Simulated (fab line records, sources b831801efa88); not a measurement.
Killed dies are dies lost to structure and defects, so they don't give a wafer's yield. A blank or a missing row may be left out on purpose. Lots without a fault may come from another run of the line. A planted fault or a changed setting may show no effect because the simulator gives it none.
A struck lot beside a sound one | flow sfq_line | 42 steps out of a route of 325
Sound: wafers L673.2, L673.5, L673.6. Struck: wafers L668.1, L668.6. (L668.5 of the same lot was not struck and is left out.) The cause comes at the end.
At each step with rows: each side's tool, then ch and its chambers, then its first start. Under that, the readings that differ: sound wafers | struck wafers | difference of the means | sigmas: that difference in standard deviations of wafers without a fault.
alike: readings whose means differ by less than 2 such deviations, and words and numbers that are the same on both sides. not compared: withheld readings, readings that some wafer has no value for, bounds like >300 that may hide the same value, and numbers for which the record gives no deviation and whose values overlap.
The two part at a step that has a row with sigmas, a row that says differs or no value, or rows on one side only. Numbers that don't overlap but have no deviation are shown without sigmas and don't part them. A reading that every wafer of one side lacks parts them only if that side has two wafers or more.

first, 6 steps without rows for these wafers: SFQ_TRILAYER_M2_LITHO_COAT_062 (resist thk 62 nm); SFQ_TRILAYER_M2_LITHO_COAT_057 (resist thk 600 nm); SFQ_TRILAYER_M2_LITHO_SOFTBAKE_061; SFQ_TRILAYER_M2_LITHO_EXPOSE_058 (exposes mask M2, target cd 500 nm); SFQ_TRILAYER_M2_LITHO_PEB_060 (peb time 60 s); SFQ_TRILAYER_M2_LITHO_DEVELOP_059 (time 60 s).
SFQ_M2_OVL_MEAS_916:
  sound on overlay-02, day 38 16:26; struck on overlay-02, day 37 23:38
  alike: M2_OVL
then, 1 step without rows for these wafers: SFQ_TRILAYER_M2_BARC_OPEN_METAL_ETCH_077 (etches BARC in O2, target depth 125 nm, time 41.7 s).
SFQ_TRILAYER_M2_ETCH_METAL_ETCH_060: etches Nb in Cl2/Ar, stops on SiO2, target depth 240 nm, time 120 s.
  sound on rie_metal-04 ch 0,1, day 38 16:32; struck on rie_metal-02 ch 0,1, day 37 23:44
  alike: chamber_pressure_mTorr, drypump_motor_current_A, oes_product_au, rf_fwd_power_W
  not compared: rf_hours_counter_h
SFQ_TRILAYER_M2_STRIP_STRIP_061: strips in O2.
  sound on rie_metal-04 ch 0,1, day 38 16:40; struck on rie_metal-02 ch 0,1, day 37 23:52
  alike: chamber_pressure_mTorr, drypump_motor_current_A, oes_product_au
  not compared: rf_hours_counter_h
then, 2 steps without rows for these wafers: SFQ_TRILAYER_M2_STRIP_SOLV_CLEAN_062 (cleans in NMP, time 600 s); SFQ_TRILAYER_I2_DEP_PECVD_063 (deposits SiO2 from SiH4/N2O, time 111.11 s, target thk 500 nm).
SFQ_TRILAYER_I2_CMP_CMP_064: polishes SiO2.
  sound on cmp-01 ch 0,1, day 38 18:07; struck on cmp-02 ch 1,2, day 38 02:49
  reading                                             | sound             | struck    | difference | sigmas
  time_to_endpoint_s (s)                              | 216 220 226       | 274 282   | +57        | +10
  model.SiO2_of_TRILAYER_I2_DEP_PECVD_063.thk_nm (nm) | 199.9 200.8 199.2 | 301.8 306 | +103.9     |
  alike: edge_zone_pressure_frac, motor_current_A, slurry_flow_ml_min
SFQ_I2_BOW_MEAS_917:
  sound on film_metro-02, day 38 21:08; struck on film_metro-03, day 38 04:19
  alike: I2_BOW
SFQ_TRILAYER_I2_METRO_MEASURE_065:
  sound on film_metro-02, day 38 21:26; struck on film_metro-03, day 38 04:26
  reading     | sound             | struck      | difference | sigmas
  thk_nm (nm) | 199.9 200.7 199.1 | 301.7 305.9 | +103.9     | +99 or more
then, 6 steps without rows for these wafers: SFQ_TRILAYER_I2_VIA_LITHO_COAT_072 (resist thk 62 nm); SFQ_TRILAYER_I2_VIA_LITHO_COAT_067 (resist thk 650 nm); SFQ_TRILAYER_I2_VIA_LITHO_SOFTBAKE_071; SFQ_TRILAYER_I2_VIA_LITHO_EXPOSE_068 (exposes mask I2, target cd 500 nm); SFQ_TRILAYER_I2_VIA_LITHO_PEB_070 (peb time 60 s); SFQ_TRILAYER_I2_VIA_LITHO_DEVELOP_069 (time 60 s).
-- the record jumps here: 6 days lie between the struck wafers' starts before and after --
SFQ_I2_OVL_MEAS_918:
  sound on overlay-02, day 44 19:13; struck on overlay-02, day 44 00:59
  alike: I2_OVL
SFQ_TRILAYER_I2_VIA_BARC_OPEN_VIA_ETCH_096: etches BARC in O2, target depth 125 nm, time 41.7 s.
  sound on rie_diel-01 ch 1,3, day 44 19:15; struck on rie_diel-01 ch 0,1, day 44 01:02
  alike: chamber_pressure_mTorr, drypump_motor_current_A, oes_product_au, rf_fwd_power_W
  not compared: rf_hours_counter_h
SFQ_TRILAYER_I2_VIA_ETCH_VIA_ETCH_070: etches SiO2 in CHF3, stops on Nb, target depth 260 nm.
  sound on rie_diel-01 ch 1,3, day 44 19:17; struck on rie_diel-01 ch 0,1, day 44 01:04
  reading                        | sound             | struck      | difference | sigmas
  oes_product_au (a.u.)          | 0.857 0.861 0.866 | 1.004 0.992 | +0.137     | +27
  model.I2.feature_depth_nm (nm) | 199.9 200.8 199.2 | 259.7 257.1 | +58.4      |
  model.etch.depth_nm (nm)       | 199.9 200.8 199.2 | 259.7 257.1 | +58.4      |
  alike: chamber_pressure_mTorr, drypump_motor_current_A, rf_fwd_power_W
then, 2 steps without rows for these wafers: SFQ_TRILAYER_I2_VIA_STRIP_STRIP_071 (strips in O2); SFQ_TRILAYER_I2_VIA_STRIP_SOLV_CLEAN_072 (cleans in NMP, time 600 s).
SFQ_TRILAYER_M3_DEP_PRE_CLEAN_074: time 22.5 s.
  sound on pvd_sputter-05, day 44 20:11; struck on pvd_sputter-06, day 44 01:58
  reading                                             | sound             | struck      | difference | sigmas
  model.SiO2_of_TRILAYER_I2_DEP_PECVD_063.thk_nm (nm) | 192.4 193.3 191.7 | 294.3 298.5 | +103.9     |
then, 1 step without rows for these wafers: SFQ_TRILAYER_M3_DEP_SPUTTER_073 (material Nb, target thk 200 nm, time 133.3 s).
SFQ_M3_RS_MEAS_919: measures by four-point-probe.
  sound on film_metro-03, day 44 20:19; struck on film_metro-01, day 44 02:05
  alike: M3_NB_RS
then, 6 steps without rows for these wafers: SFQ_TRILAYER_M3_LITHO_COAT_080 (resist thk 62 nm); SFQ_TRILAYER_M3_LITHO_COAT_075 (resist thk 600 nm); SFQ_TRILAYER_M3_LITHO_SOFTBAKE_079; SFQ_TRILAYER_M3_LITHO_EXPOSE_076 (exposes mask M3, target cd 500 nm); SFQ_TRILAYER_M3_LITHO_PEB_078 (peb time 60 s); SFQ_TRILAYER_M3_LITHO_DEVELOP_077 (time 60 s).
SFQ_M3_OVL_MEAS_921:
  sound on overlay-02, day 50 05:37; struck on overlay-02, day 44 12:01
  reading     | sound     | struck | difference | sigmas
  M3_OVL (nm) | -9 -4 -10 | 13 15  | +22        | +4
SFQ_TRILAYER_M3_BARC_OPEN_METAL_ETCH_100: etches BARC in O2, target depth 125 nm, time 41.7 s.
  sound on rie_metal-04 ch 0,1, day 50 05:38; struck on rie_metal-04 ch 1, day 44 12:03
  alike: chamber_pressure_mTorr, drypump_motor_current_A, oes_product_au, rf_fwd_power_W
  not compared: rf_hours_counter_h
SFQ_TRILAYER_M3_ETCH_METAL_ETCH_078: etches Nb in Cl2/Ar, stops on SiO2, target depth 240 nm, time 120 s.
  sound on rie_metal-04 ch 0,1, day 50 05:42; struck on rie_metal-04 ch 1, day 44 12:07
  alike: chamber_pressure_mTorr, drypump_motor_current_A, oes_product_au, rf_fwd_power_W
  not compared: rf_hours_counter_h
then, 3 steps without rows for these wafers: SFQ_TRILAYER_M3_STRIP_STRIP_079 (strips in O2); SFQ_TRILAYER_M3_STRIP_SOLV_CLEAN_080 (cleans in NMP, time 600 s); SFQ_TRILAYER_I3_DEP_PECVD_081 (deposits SiO2 from SiH4/N2O, time 111.11 s, target thk 500 nm).
-- the record jumps here: 46 days lie between the struck wafers' starts before and after --
SFQ_M8_BOW_MEAS_951:
  sound on film_metro-02, day 90 23:29; struck on film_metro-03, day 90 04:11
  reading                 | sound             | struck      | difference | sigmas
  model.etest.i2.link_ohm | 1.987 1.984 1.984 | 1e+06 1e+06 | +1e+06     |
  alike: M8_BOW

WHERE THEY PART
First at SFQ_TRILAYER_I2_CMP_CMP_064; last, within this record, at SFQ_M3_OVL_MEAS_921. Later steps at which nothing parts them and some readings are alike: SFQ_TRILAYER_M3_BARC_OPEN_METAL_ETCH_100, SFQ_TRILAYER_M3_ETCH_METAL_ETCH_078, SFQ_M8_BOW_MEAS_951.

WHY: what the simulator had put in
Process parameter drift: cmp-02, from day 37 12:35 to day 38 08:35, at SFQ_TRILAYER_I2_CMP_CMP_064. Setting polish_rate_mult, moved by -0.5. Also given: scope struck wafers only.
